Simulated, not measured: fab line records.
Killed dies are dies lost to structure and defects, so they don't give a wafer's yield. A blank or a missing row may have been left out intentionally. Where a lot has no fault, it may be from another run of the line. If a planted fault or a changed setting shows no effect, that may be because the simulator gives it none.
Code-filled problem report in 8D (eight disciplines) form | flow sfq line | the parts of the form that need people (team, actions taken, sign-off) are left out

## 1. PROBLEM STATEMENT
M3_NB_RS at SFQ_M3_RS_MEAS_919 reads a mean of 1.004 ohm/sq on 6 wafers of 2 lots; wafers without a fault read 0.889 ohm/sq with a standard deviation of 0.01. That is +11 standard deviations from the usual mean.
The step: measures by four-point-probe.
First seen on wafer L651.1, day 50 17:55, on film metro-01. The record has a number at this step for 42 wafers belonging to 14 lots. Rule for "out" (also "out of limits"): further than 4 standard deviations from the usual mean. Any other wafer with a number is counted as sound.

## 2. WHAT IT IS, WHAT IT ISN'T
question                    | is                           | is not
which readings at this step | M3_NB_RS                     | -
which lots                  | L651, L653                   | L638, L639, L640, L641, L643, L644, L645, L646, L655, L658, L660, L661
which wafers of those lots  | all that have a number       | -
read on which gauges        | film metro-01, film metro-03 | film metro-04
when                        | from day 50 17:55            | up to then (24 sound wafers); but 12 sound wafers of L655, L658, L660, L661 came after

## 3. THE SUSPECTS, EACH WITH WHAT RULES IT OUT
Counting: any tool at a process step up to the reading is kept as a suspect provided that every lot that is out went through it and no sound lot did after the first of them.
- the gauge at SFQ_M3_RS_MEAS_919 is ruled out. The wafers that are out were read on 2 gauges (film metro-01, film metro-03).
- pvd sputter-04 at SFQ_TRILAYER_M3_DEP_SPUTTER_073 (material Nb, target thk 200 nm, time 133.3 s): ruled out as a lasting fault. Following L651 (day 50 17:49), the first lot on it that is out, the sound lots L661 were run on it.
Left after counting: nothing in the record.

## 4. THE CAUSE (what the simulator had put in)
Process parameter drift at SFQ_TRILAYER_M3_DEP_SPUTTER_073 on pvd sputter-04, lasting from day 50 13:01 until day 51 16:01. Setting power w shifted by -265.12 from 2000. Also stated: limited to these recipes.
Counting ruled it out, wrongly: the rule takes a fault to strike every lot that its tool runs from its start on, and this one did not.

## 5. SEQUENCE OF EFFECTS, ordered by route
Rows list readings where the struck wafers' mean (over those with a number) sits beyond 3 standard deviations from the usual. Only readings for which the record gives a usual standard deviation are gone through. hours: the time from each lot's start at the first step in this table that gives one to its start at this step, as a median over the lots. sigmas: the change in usual standard deviations.
hours | step                                | reading            | usual        | on struck wafers | change | sigmas
0     | SFQ_TRILAYER_M3_DEP_SPUTTER_073     | cathode dc power W | 2000.0 W     | 1734.9           | -265.1 | -99 or more
0     | SFQ_M3_RS_MEAS_919                  | M3_NB_RS           | 0.889 ohm/sq | 1.004            | +0.115 | +11
10    | SFQ_TRILAYER_M3_ETCH_METAL_ETCH_078 | oes product au     | 0.895 a.u.   | 0.831            | -0.064 | -9.1
Process steps it contains:
- SFQ_TRILAYER_M3_DEP_SPUTTER_073: material Nb, target thk 200 nm, time 133.3 s.
- SFQ_TRILAYER_M3_ETCH_METAL_ETCH_078: etches Nb in Cl2/Ar, stops on SiO2, target depth 240 nm, time 120 s.
At these later measuring or inspecting steps, every struck wafer for which the step has a row has a number for every such reading, and none has moved that far: SFQ_I3_BOW_MEAS_922.

## 6. HOW IT WOULD HAVE BEEN CAUGHT EARLIER
The first out-of-limits reading at a measuring or inspecting step in this record came at day 50 17:55, 5 hours after the fault's start at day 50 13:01.
Tool's own readings at SFQ_TRILAYER_M3_DEP_SPUTTER_073, cathode dc power W: out on all struck wafers the step has rows for; an alarm limit on them would have tripped on the first.
